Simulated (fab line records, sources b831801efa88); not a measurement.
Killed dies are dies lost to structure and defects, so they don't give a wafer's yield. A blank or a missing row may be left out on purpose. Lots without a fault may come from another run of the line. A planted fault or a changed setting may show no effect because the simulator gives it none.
A struck lot beside a sound one | flow sky130 | 22 steps out of a route of 708
Sound: wafers L131.3, L131.4, L131.5. Struck: wafers L135.2, L135.3, L135.5. The cause comes at the end.
At each step with rows: each side's tool, then ch and its chambers, then its first start. Under that, the readings that differ: sound wafers | struck wafers | difference of the means | sigmas: that difference in standard deviations of wafers without a fault.
alike: readings whose means differ by less than 2 such deviations, and words and numbers that are the same on both sides. not compared: withheld readings, readings that some wafer has no value for, bounds like >300 that may hide the same value, and numbers for which the record gives no deviation and whose values overlap.
The two part at a step that has a row with sigmas, a row that says differs or no value, or rows on one side only. Numbers that don't overlap but have no deviation are shown without sigmas and don't part them. A reading that every wafer of one side lacks parts them only if that side has two wafers or more.

first, 2 steps without rows for these wafers: SKY_POLY_GATE_CLEAN_19 (cleans in SC1/SC2, time 150 s); SKY_POLY_GATE_OXIDATION_20 (stabilise 600 s, purge 300 s, target thk 4 nm).
SKY_POLY_GATE_THK_MEAS_21:
  sound on film_metro-01, day 18 11:23; struck on film_metro-04, day 19 05:41
  alike: POLY_GATE_OXIDATION_THK
SKY_POLY_GATE_CD_MEAS_22:
  sound on cd_sem-01, day 18 11:29; struck on cd_sem-02, day 19 05:46
  alike: cd_nm
then, 7 steps without rows for these wafers: SKY_LDD_N_DEHYDRATE_00 (time 60 s); SKY_LDD_N_HMDS_01 (prime time 60 s); SKY_LDD_N_COAT_02 (resist thk 300 nm); SKY_LDD_N_SOFTBAKE_03 (time 60 s); SKY_LDD_N_EXPOSE_04 (exposes mask NTM, target cd 840 nm); SKY_LDD_N_PEB_05; SKY_LDD_N_DEVELOP_06 (develop time 60 s).
SKY_LDD_N_OVL_MEAS_07:
  sound on overlay-01, day 19 16:56; struck on overlay-02, day 20 12:32
  alike: LDD_N_OVL
SKY_LDD_N_IMPLANT_08:
  sound on implanter-02 ch 0, day 19 17:01; struck on implanter-03, day 20 12:35
  no value came back on the struck wafers for beam_energy_keV, beam_on_s (s), dose_ions_cm2; on the sound wafers beam_energy_keV reads 19.987 19.995 19.992
then, 7 steps without rows for these wafers: SKY_LDD_N_IMPLANT_09; SKY_LDD_N_IMPLANT_10; SKY_LDD_N_IMPLANT_11; SKY_LDD_N_IMPLANT_12; SKY_LDD_N_IMPLANT_13; SKY_LDD_N_IMPLANT_14; SKY_LDD_N_IMPLANT_15.
SKY_LDD_N_STRIP_16: strips in O2/N2.
  sound on plasma_asher-01 ch 0,1, day 19 18:11; struck on plasma_asher-01 ch 0,1, day 20 13:46
  reading                      | sound             | struck            | difference | sigmas
  strip_time_to_endpoint_s (s) | 4.316 4.321 4.308 | 4.117 4.130 4.147 | -0.184     | -12
  alike: drypump_motor_current_A, oes_product_au
  not compared: rf_hours_counter_h
SKY_LDD_N_TW_MEAS_17:
  sound on film_metro-01, day 19 18:17; struck on film_metro-02, day 20 13:52
  reading  | sound          | struck         | difference | sigmas
  LDD_N_TW | 2592 2577 2568 | 2428 2429 2431 | -150       | -12

WHERE THEY PART
First at SKY_LDD_N_IMPLANT_08; last, within this record, at SKY_LDD_N_TW_MEAS_17.

WHY: what the simulator had put in
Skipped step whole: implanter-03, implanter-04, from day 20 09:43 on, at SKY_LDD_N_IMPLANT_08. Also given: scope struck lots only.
